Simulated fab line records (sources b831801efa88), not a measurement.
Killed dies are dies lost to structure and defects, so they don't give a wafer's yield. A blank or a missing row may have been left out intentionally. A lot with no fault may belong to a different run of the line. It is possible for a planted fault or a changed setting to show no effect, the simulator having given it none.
Which tool was responsible? -- flow gf180mcu -- 42 wafers from 14 lots sampled at 3 of the route's 602 steps

== WHAT THE GAUGES READ, wafer by wafer ==
GF_MVPSD_TW_MEAS_11.
lot,measured,on,MVPSD_TW
L433,day 5 07:52,film_metro-02,548 549 550
L436,day 6 02:12,film_metro-03,566 569 564
L437,day 6 05:38,film_metro-03,568 566 565
L438,day 6 11:52,film_metro-02,549 551 547
L440,day 7 02:47,film_metro-01,561 558 561
L443,day 7 19:05,film_metro-01,557 561 558
L444,day 8 00:12,film_metro-02,552 552 550
L445,day 8 07:13,film_metro-03,559 562 561
L446,day 8 16:35,film_metro-03,562 564 563
L449,day 9 11:02,film_metro-03,570 571 572
L450,day 9 11:23,film_metro-02,521 519 519
L451,day 9 16:47,film_metro-01,525 526 525
L453,day 10 07:22,film_metro-02,548 549 551
L455,day 10 17:19,film_metro-03,569 568 565

GF_VT_IMPLANT_RS_MEAS_49: measures by four-point-probe.
lot,measured,on,MVPSD_RS (ohm/sq)
L433,day 7 21:23,film_metro-03,1164 1167 1168
L436,day 8 18:07,film_metro-01,1165 1167 1167
L437,day 8 22:15,film_metro-02,1168 1165 1169
L438,day 9 04:03,film_metro-03,1166 1164 1161
L440,day 9 22:08,film_metro-01,1164 1168 1168
L443,day 10 15:47,film_metro-02,1171 1170 1172
L444,day 10 22:59,film_metro-02,1170 1165 1169
L445,day 11 06:02,film_metro-01,1171 1169 1170
L446,day 11 15:12,film_metro-01,1170 1165 1164
L449,day 12 12:44,film_metro-01,1161 1165 1164
L450,day 12 13:00,film_metro-03,1531 1538 1540
L451,day 12 20:06,film_metro-03,1538 1539 1536
L453,day 13 11:11,film_metro-02,1166 1168 1169
L455,day 13 23:32,film_metro-02,1168 1165 1170

== EACH LOT AND THE TOOL THAT RAN IT (in order: tool; ch and the chambers of the sampled wafers; start) ==
lot,GF_MVPSD_IMPLANT_09
L433,"implanter-02 ch 0, day 5 07:37"
L436,"implanter-02 ch 0, day 6 01:59"
L437,"implanter-02 ch 0, day 6 05:24"
L438,"implanter-04 ch 0, day 6 11:38"
L440,"implanter-04 ch 0, day 7 02:34"
L443,"implanter-04 ch 0, day 7 18:50"
L444,"implanter-02 ch 0, day 8 00:00"
L445,"implanter-02 ch 0, day 8 06:58"
L446,"implanter-04 ch 0, day 8 16:21"
L449,"implanter-03 ch 0, day 9 10:47"
L450,"implanter-02, day 9 11:09"
L451,"implanter-03, day 9 16:33"
L453,"implanter-04 ch 0, day 10 07:07"
L455,"implanter-02 ch 0, day 10 17:04"
- GF_MVPSD_IMPLANT_09

== AS READ BY THE TOOLS THEMSELVES (means over the sampled wafers that have a number; for cases with no such wafer, the mark the record gives instead) ==
GF_MVPSD_IMPLANT_09.
lot,tool,beam_energy_keV,beam_on_s (s),faraday_current_uA
L433,implanter-02,40.002,10.08,28.0
L436,implanter-02,40.005,10.16,27.7
L437,implanter-02,40.008,9.81,28.7
L438,implanter-04,40.000,10.03,28.1
L440,implanter-04,39.985,9.87,28.6
L443,implanter-04,39.990,9.92,28.3
L444,implanter-02,39.991,9.69,29.1
L445,implanter-02,39.996,9.95,28.4
L446,implanter-04,39.999,10.01,28.1
L449,implanter-03,40.011,10.02,28.1
L450,implanter-02,-,-,-
L451,implanter-03,-,-,-
L453,implanter-04,40.010,9.67,29.1
L455,implanter-02,39.983,10.08,27.9

== THE ANSWER, worked out from the rows above alone ==
Rule: the usual values come from the lots themselves. Put in order of their means at a reading, lots are off if they are a third of the lots or fewer, leave a main group of 4 or more, and stand apart from it by a gap of 3 or more times the standard deviation of the main group's means; of several such gaps the widest counts. If all means in a main group match to the digits the tables above print for the reading, that group is not used. A lot without any number at a reading at which 4 lots or more have one is off too. The other lots that the step has rows for count as sound. The gauges are gone through in route order, then the tools' own readings, and for those a lot's mean is taken as printed above. At the first step where some lot is off, the reading lying furthest off is the one used; lots without a number count as furthest.
Off: at GF_MVPSD_TW_MEAS_11 (MVPSD_TW), L450, L451. Main group: mean 559, sd 7.6.
If a tool, at a process step before that reading, ran all the lots that are off and no sound lot after the first of them, it fits. Not tried: the gauges at GF_MVPSD_TW_MEAS_11; whatever is off there is also off at GF_VT_IMPLANT_RS_MEAS_49, on other tools, and gauge error can't account for it. No candidate that was tried fits.

== WHAT THE SIMULATOR HAD PUT IN ==
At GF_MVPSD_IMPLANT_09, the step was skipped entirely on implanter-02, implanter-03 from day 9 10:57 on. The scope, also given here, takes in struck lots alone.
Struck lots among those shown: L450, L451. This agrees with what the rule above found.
